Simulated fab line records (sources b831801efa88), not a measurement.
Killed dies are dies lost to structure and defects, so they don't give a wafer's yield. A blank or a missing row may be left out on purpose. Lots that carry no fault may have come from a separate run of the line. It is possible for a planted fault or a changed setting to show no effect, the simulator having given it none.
Which tool did it? ; flow gf180mcu ; 13 lots with 39 wafers sampled at 4 steps, on a route of 602 steps

## WHAT THE GAUGES READ, wafer by wafer
GF_PASSIVATION_THK_MEAS_03. Usual: for PASSIVATION_CVD_02_THK the level is 701 nm and the standard deviation is 9.2.
lot;measured;on;PASSIVATION_CVD_02_THK (nm);flag
L762;day 28 17:57;filmMetro-01;691 694 703;
L763;day 29 00:46;filmMetro-02;676 710 707;
L766;day 30 02:10;filmMetro-04;687 700 707;
L767;day 30 03:49;filmMetro-02;688 694 704;
L772;day 31 13:59;filmMetro-01;685 696 713;
L774;day 32 10:04;filmMetro-04;697 700 714;
L775;day 32 18:12;filmMetro-04;694 697 698;
L776;day 32 19:59;filmMetro-02;709 692 704;
L777;day 33 00:27;filmMetro-04;704 713 711;
L779;day 33 14:53;filmMetro-04;696 692 699;
L781;day 33 20:20;filmMetro-02;687 693 693;
L782;day 34 06:52;filmMetro-02;693 704 700;
L783;day 34 08:32;filmMetro-01;688 709 707;

GF_PASSIVATION_BOW_MEAS_14. Usual: for PASSIVATION_BOW the level is 135 um and the standard deviation is 11.
lot;measured;on;PASSIVATION_BOW (um);flag
L762;day 29 15:21;filmMetro-01;117 114 115;
L763;day 29 21:48;filmMetro-01;138 134 132;
L766;day 30 21:56;filmMetro-01;130 144 139;
L767;day 30 23:56;filmMetro-02;141 149 138;
L772;day 32 09:16;filmMetro-04;95 114 101;
L774;day 33 04:21;filmMetro-04;147 137 153;
L775;day 33 12:11;filmMetro-02;129 116 121;
L776;day 33 13:21;filmMetro-01;128 131 122;
L777;day 33 17:59;filmMetro-01;129 128 137;
L779;day 34 07:18;filmMetro-02;135 141 132;
L781;day 34 13:09;filmMetro-04;140 145 139;
L782;day 34 23:11;filmMetro-01;137 143 132;
L783;day 35 00:19;filmMetro-01;130 142 136;

## WHICH TOOL RAN EACH LOT (tool, then ch and the chambers of the sampled wafers, then the start)
lot;GF_V1_STRIP_19;GF_V5_ETCH_16
L762;wetBench-02 ch 3, day 18 19:51;rieDiel-01 ch 1,2,3, day 27 20:04
L763;wetBench-01 ch 2, day 19 04:57;rieDiel-02 ch 0,1,2, day 28 02:46
L766;wetBench-02 ch 1, day 20 14:42;rieDiel-01 ch 1,2,3, day 29 03:46
L767;wetBench-02 ch 0, day 20 16:00;rieDiel-02 ch 0,2,3, day 29 06:07
L772;wetBench-01 ch 1, day 22 14:03;rieDiel-01 ch 1,2, day 30 17:43
L774;wetBench-02 ch 0, day 23 14:36;rieDiel-01 ch 0,1,3, day 31 14:40
L775;wetBench-02 ch 1, day 24 00:29;rieDiel-02 ch 2,3, day 31 23:07
L776;wetBench-02 ch 1, day 24 03:23;rieDiel-03 ch 0,1, day 32 00:25
L777;wetBench-02 ch 0, day 24 08:56;rieDiel-02 ch 0, day 32 04:37
L779;wetBench-01 ch 3, day 25 03:15;rieDiel-01 ch 1,2,3, day 32 20:46
L781;wetBench-01 ch 0, day 25 11:17;rieDiel-01 ch 0,3, day 33 01:37
L782;wetBench-01 ch 0, day 26 04:03;rieDiel-01 ch 1,2,3, day 33 13:10
L783;wetBench-01 ch 2, day 26 05:40;rieDiel-03 ch 0,2,3, day 33 14:07
- GF_V1_STRIP_19: strips in post etch residue remover, time 1200 s.
- GF_V5_ETCH_16: etches BARC in N2/H2.

## AS READ BY THE TOOLS THEMSELVES (means over the sampled wafers that have a number; for cases with no such wafer, the mark the record gives instead)
GF_V1_STRIP_19. Usual: bathGuardTempC 72.4 C, standard deviation 0.52; bathHeatDutyPct 15.1 %, standard deviation 1.2.
lot;tool;bathGuardTempC (C);bathHeatDutyPct (%);flag
L762;wetBench-02;72.9;14.6;
L763;wetBench-01;72.7;15.7;
L766;wetBench-02;71.8;14.6;
L767;wetBench-02;71.8;14.8;
L772;wetBench-01;72.3;16.7;
L774;wetBench-02;72.1;14.9;
L775;wetBench-02;71.8;14.2;
L776;wetBench-02;71.8;14.9;
L777;wetBench-02;71.8;15.1;
L779;wetBench-01;72.9;13.7;
L781;wetBench-01;73.0;14.4;
L782;wetBench-01;73.2;15.3;
L783;wetBench-01;72.5;15.0;

GF_V5_ETCH_16. Usual: drypumpMotorCurrentA 5.8 A, standard deviation 0.31; oesProductAu 0.855 a.u., standard deviation 0.0046; throttleValvePct 13.226 %, standard deviation 0.0088.
lot;tool;drypumpMotorCurrentA (A);oesProductAu (a.u.);throttleValvePct (%);flag
L762;rieDiel-01;5.9;0.854;13.220;
L763;rieDiel-02;6.0;0.856;13.234;
L766;rieDiel-01;5.9;0.856;13.226;
L767;rieDiel-02;5.7;0.859;13.232;
L772;rieDiel-01;5.9;0.854;13.227;
L774;rieDiel-01;5.9;0.851;13.227;
L775;rieDiel-02;5.9;0.852;13.223;
L776;rieDiel-03;5.8;0.853;13.219;
L777;rieDiel-02;5.5;0.855;13.233;
L779;rieDiel-01;5.9;0.853;13.220;
L781;rieDiel-01;5.9;0.852;13.219;
L782;rieDiel-01;5.9;0.857;13.220;
L783;rieDiel-03;5.7;0.858;13.227;

## THE ANSWER, worked out from the rows above alone
Rule: take the mean of a lot's wafers that have a number; if it is more than 3 standard deviations from the usual mean, the lot is off. A lot without any number at a reading at which 4 lots or more have one is off too. The other lots that the step has rows for count as sound. The gauges are gone through in route order, then the tools' own readings, and for those a lot's mean is taken as printed above. At the first step where some lot is off, the reading lying furthest off is the one used; lots without a number count as furthest.
Nothing can be told from this: no lot is off at any reading shown.

## WHAT WAS PUT IN BY THE SIMULATOR
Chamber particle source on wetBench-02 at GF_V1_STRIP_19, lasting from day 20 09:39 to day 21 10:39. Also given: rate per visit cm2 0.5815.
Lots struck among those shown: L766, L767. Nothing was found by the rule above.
